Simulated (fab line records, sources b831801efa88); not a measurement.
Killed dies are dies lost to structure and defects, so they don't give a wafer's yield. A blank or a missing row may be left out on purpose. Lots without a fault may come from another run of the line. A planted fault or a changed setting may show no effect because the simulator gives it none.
Which tool did it? | flow sky130 | 11 lots, 32 wafers sampled, at 4 steps of a route of 708

WHAT THE GAUGES READ, wafer by wafer
SKY_CAPM_THK_MEAS_04: measures by xrf. Usual: CAPM_TIN_THK 198.9 nm, standard deviation 2.3.
lot  | measured     | on            | CAPM_TIN_THK (nm) | flag
L736 | day 36 05:00 | film_metro-03 | 195.9 195.3 194.9 |
L737 | day 36 18:10 | film_metro-03 | 200.0 200.3 199.7 |
L738 | day 37 05:34 | film_metro-02 | 199.7 197.9 197.5 |
L739 | day 37 13:26 | film_metro-03 | 200.3 198.7 198.1 |
L741 | day 37 18:49 | film_metro-04 | 202.9 203.5 202.1 |
L743 | day 38 11:22 | film_metro-03 | 198.2 200.6       |
L750 | day 40 12:43 | film_metro-02 | 198.7 199.1 200.4 |
L754 | day 41 15:22 | film_metro-04 | 200.1 196.5 199.5 |
L757 | day 42 08:23 | film_metro-03 | 198.6 198.5 196.8 |
L758 | day 42 10:56 | film_metro-03 | 198.1 199.3 198.8 |
L759 | day 42 21:11 | film_metro-02 | 197.9 198.6 197.8 |

SKY_CAPM_OVL_MEAS_12. Usual: CAPM_OVL 0.4 nm, standard deviation 1.2.
lot  | measured     | on         | CAPM_OVL (nm)  | flag
L736 | day 37 06:16 | overlay-01 | -0.5 0.1 -0.3  |
L737 | day 37 18:59 | overlay-01 | 0.6 0.6 1.5    |
L738 | day 38 07:08 | overlay-02 | 1.4 1.5 2.2    |
L739 | day 38 14:29 | overlay-01 | -0.5 0.5 -1.5  |
L741 | day 38 19:17 | overlay-01 | -0.2 -0.4 -0.2 |
L743 | day 39 12:29 | overlay-02 | 0.1 1.0        |
L750 | day 41 12:26 | overlay-02 | -0.3 -0.4 0.1  |
L754 | day 42 14:44 | overlay-02 | 2.5 1.1 0.5    |
L757 | day 43 06:53 | overlay-01 | 1.0 0.0 1.8    |
L758 | day 43 09:43 | overlay-02 | 1.1 -0.2 1.3   |
L759 | day 43 20:38 | overlay-01 | -0.4 0.1 -0.9  |

SKY_METAL3_OVL_MEAS_14. Usual: METAL3_OVL 2 nm, standard deviation 7.5.
lot  | measured     | on         | METAL3_OVL (nm) | flag
L736 | day 38 09:17 | overlay-02 | 3 3 -3          |
L737 | day 38 20:16 | overlay-01 | 7 11 14         |
L738 | day 39 09:06 | overlay-02 | 0 8 8           |
L739 | day 39 15:46 | overlay-02 | 17 13 11        |
L741 | day 39 20:40 | overlay-01 | 12 9 17         |
L743 | day 40 13:43 | overlay-02 | 7 8             |
L750 | day 42 12:45 | overlay-02 | 7 3 7           |
L754 | day 43 14:46 | overlay-02 | -1 -1 -6        |
L757 | day 44 06:18 | overlay-02 | -2 -2 -2        |
L758 | day 44 09:09 | overlay-02 | -6 -14 -3       |
L759 | day 44 20:26 | overlay-02 | 3 8 4           |

WHICH TOOL RAN EACH LOT (tool, then ch and the chambers of the sampled wafers, then the start)
lot  | SKY_METAL3_COAT_08
L736 | litho_track-04 ch 0, day 37 19:00
L737 | litho_track-01 ch 0, day 38 08:00
L738 | litho_track-01 ch 0, day 38 19:00
L739 | litho_track-04 ch 0, day 39 02:00
L741 | litho_track-04 ch 0, day 39 09:00
L743 | litho_track-04 ch 0, day 40 01:00
L750 | litho_track-03 ch 0, day 42 00:00
L754 | litho_track-01 ch 0, day 43 02:00
L757 | litho_track-01 ch 0, day 43 18:00
L758 | litho_track-04 ch 0, day 43 21:00
L759 | litho_track-01 ch 0, day 44 09:00
- SKY_METAL3_COAT_08: resist thk 1140 nm.

WHAT THE TOOLS THEMSELVES READ (means of the sampled wafers that have a number; where no wafer has one, the mark that the record gives instead)
The record holds no such reading with a usual standard deviation.

THE ANSWER, worked out from the rows above alone
Rule: a lot is off if the mean of its wafers that have a number lies more than 3 standard deviations from the usual mean. A lot without any number at a reading at which 4 lots or more have one is off too. The other lots that the step has rows for count as sound. The gauges are gone through in route order, then the tools' own readings, and for those a lot's mean is taken as printed above. The first step at which some lot is off is used, and at that step the reading that is off furthest; a lot without a number counts as furthest.
No lot is off at any reading shown: from this, nothing can be told.

WHAT THE SIMULATOR HAD PUT IN
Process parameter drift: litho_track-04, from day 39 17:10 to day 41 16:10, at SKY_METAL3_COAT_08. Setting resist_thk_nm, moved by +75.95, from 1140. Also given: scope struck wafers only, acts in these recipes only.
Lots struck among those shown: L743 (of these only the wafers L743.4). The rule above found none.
